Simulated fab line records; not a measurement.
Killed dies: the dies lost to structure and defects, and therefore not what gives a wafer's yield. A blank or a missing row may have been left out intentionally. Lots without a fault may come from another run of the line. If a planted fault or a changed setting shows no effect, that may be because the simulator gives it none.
A single fault, viewed from 2 desks + flow sfq_line + each desk has only its own numbers; what lay behind them comes last

== AT THE TOOL OWNER'S DESK: krf_scanner-01 ==
The tool's own readings at SFQ_TRILAYER_I0_VIA_LITHO_EXPOSE_032 (exposes mask I0, target cd 500 nm): means of the sampled wafers that have a number, for each lot that ran on this tool. Any lot whose mean is over 4 standard deviations away from the usual mean is out of limits and marked OUT; that distance is given in the brackets.
Columns: A = exposure_dose_mJ_cm2 at SFQ_TRILAYER_I0_VIA_LITHO_EXPOSE_032, usual 21.301; B = focus_offset_nm at SFQ_TRILAYER_I0_VIA_LITHO_EXPOSE_032, usual 0.1 nm
| lot  | first seen here | A      | B    |
|------|-----------------|--------|------|
| L574 | day 19 06:56    | 21.282 | -0.3 |
| L577 | day 20 13:34    | 21.295 | 0.0  |
| L580 | day 20 22:46    | 21.316 | 0.6  |
| L581 | day 21 00:22    | 21.288 | -0.2 |
| L587 | day 21 07:10    | 21.320 | 0.4  |
| L588 | day 21 08:22    | 21.301 | 0.5  |
| L589 | day 21 09:46    | 21.335 | 0.1  |
| L591 | day 21 12:10    | 21.335 | -0.3 |
Result from this desk: across the 8 lots, nothing is out of limits.

== THE METROLOGY DESK ==
Means of the sampled wafers that have a number, per lot and without regard to the tool the lot ran on: this is what the gauges read. Any lot whose mean is over 4 standard deviations away from the usual mean is out of limits and marked OUT; that distance is given in the brackets.
Columns: A = I6_BOW at SFQ_I6_BOW_MEAS_941, usual 7 um
| lot  | first seen here | A  |
|------|-----------------|----|
| L568 | day 66 19:34    | 6  |
| L570 | day 71 12:34    | 13 |
| L572 | day 71 16:45    | 9  |
| L574 | day 72 18:43    | 12 |
| L576 | day 73 00:10    | 14 |
| L577 | day 73 06:13    | 1  |
| L580 | day 73 12:10    | 6  |
| L582 | day 73 18:10    | 11 |
| L581 | day 79 07:46    | -4 |
| L583 | day 81 04:33    | 9  |
| L587 | day 85 22:04    | 1  |
| L588 | day 86 01:20    | 15 |
| L589 | day 86 03:10    | 1  |
| L591 | day 86 09:55    | 7  |
Result from this desk: across the 14 lots, nothing is out of limits.

== PUT TOGETHER ==
Nothing out of limits was seen by the tool owner's desk.
At the metrology desk, nothing out of limits was observed.

== WHAT THE SIMULATOR PUT IN ==
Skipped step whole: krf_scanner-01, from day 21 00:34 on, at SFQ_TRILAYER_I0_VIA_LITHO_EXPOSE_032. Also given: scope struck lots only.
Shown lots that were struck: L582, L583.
